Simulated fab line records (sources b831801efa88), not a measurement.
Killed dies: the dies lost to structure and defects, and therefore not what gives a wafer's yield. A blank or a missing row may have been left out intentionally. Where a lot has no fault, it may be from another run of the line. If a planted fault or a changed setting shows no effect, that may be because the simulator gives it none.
One fault seen from 2 desks ; flow sky130 ; what lay behind the numbers comes last; until then each desk has only its own

== THE METROLOGY DESK ==
What the gauges read, lot by lot, whatever tool the lot ran on: means of the sampled wafers that have a number. A lot is out of limits, marked OUT, if its mean lies more than 4 standard deviations from the usual mean; the brackets give that distance.
Columns: A = VT_ADJUST_HVTP_OVL at SKY_VT_ADJUST_HVTP_OVL_MEAS_08, usual -1.7 nm; B = VT_ADJUST_NCORE_TW at SKY_VT_ADJUST_NCORE_TW_MEAS_11, usual 218.3; C = cd_nm at SKY_VT_ADJUST_HVTR_CD_MEAS_07, usual 380.6 nm
lot;first seen here;A;B;C
L737;day 6 14:19;-3.1;217.4;379.5
L738;day 6 21:56;-2.5;217.5;379.2
L739;day 6 22:14;-2.7;221.5;375.4
L740;day 7 06:25;-2.2;217.6;377.7
L741;day 7 10:54;-0.7;217.1;379.4
L746;day 8 19:28;-0.9;217.8;380.3
L751;day 10 03:20;-1.1;222.2;383.2
L752;day 10 10:14;-1.4;222.8;379.3
L753;day 10 14:28;-2.4;222.5;381.5
L757;day 11 21:05;-0.9;217.6;380.0
L758;day 12 00:34;-0.5;218.5;380.1
L759;day 12 08:50;-1.6;221.3;379.9
This desk's finding: nothing out of limits on any of the 12 lots.

== DESK OF THE TOOL OWNER: implanter-01 ==
For each lot that ran on this tool, the mean over its sampled wafers that have a number, from the tool's own readings at SKY_VT_ADJUST_NCORE_IMPLANT_09. A lot is out of limits, marked OUT, if its mean lies more than 4 standard deviations from the usual mean; the brackets give that distance.
Columns: A = beam_energy_keV at SKY_VT_ADJUST_NCORE_IMPLANT_09, usual 10.001; B = beam_on_s at SKY_VT_ADJUST_NCORE_IMPLANT_09, usual 9.99 s; C = end_station_pressure_torr at SKY_VT_ADJUST_NCORE_IMPLANT_09, usual 5.04e-06 Torr; D = faraday_current_uA at SKY_VT_ADJUST_NCORE_IMPLANT_09, usual 13.55
lot;first seen here;A;B;C;D
L737;day 9 03:02;10.002;9.89;5.16e-06;13.68
L739;day 9 12:43;10.001;9.93;4.89e-06;13.64
L741;day 10 02:21;10.004;9.93;5.10e-06;13.61
L746;day 11 16:14;10.001;10.18;5.22e-06;13.30
L752;day 13 11:01;9.999;10.84 (+4.5) OUT;6.01e-05 (+99 or more) OUT;12.07 (-5.9) OUT
L753;day 13 14:26;9.999;10.77 (+4.1) OUT;6.37e-05 (+99 or more) OUT;12.11 (-5.8) OUT
Finding of this desk: L752, L753 out of limits; the first was L752 at day 13 11:01, on beam_on_s at SKY_VT_ADJUST_NCORE_IMPLANT_09. In limits: L737, L739, L741, L746.

== TAKEN TOGETHER ==
An alarm could have come from the tool owner's desk at day 13 11:01, on L752, L753.
Metrology desk: nothing out of limits seen.
The metrology desk holds a record of L752, L753, inside its limits.
Of the lots named, all ran SKY_VT_ADJUST_NCORE_IMPLANT_09 on implanter-01.

== WHAT THE SIMULATOR HAD PUT IN ==
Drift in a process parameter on implanter-01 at SKY_VT_ADJUST_NCORE_IMPLANT_09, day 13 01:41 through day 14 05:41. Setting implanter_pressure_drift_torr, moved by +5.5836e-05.
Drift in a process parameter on implanter-01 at SKY_VT_ADJUST_NCORE_IMPLANT_09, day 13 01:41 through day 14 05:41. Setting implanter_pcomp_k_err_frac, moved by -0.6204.
Lots struck among those shown: L752, L753.
How many hours passed from the start of the fault until each desk's first out-of-limits reading: the tool owner's desk, 9.
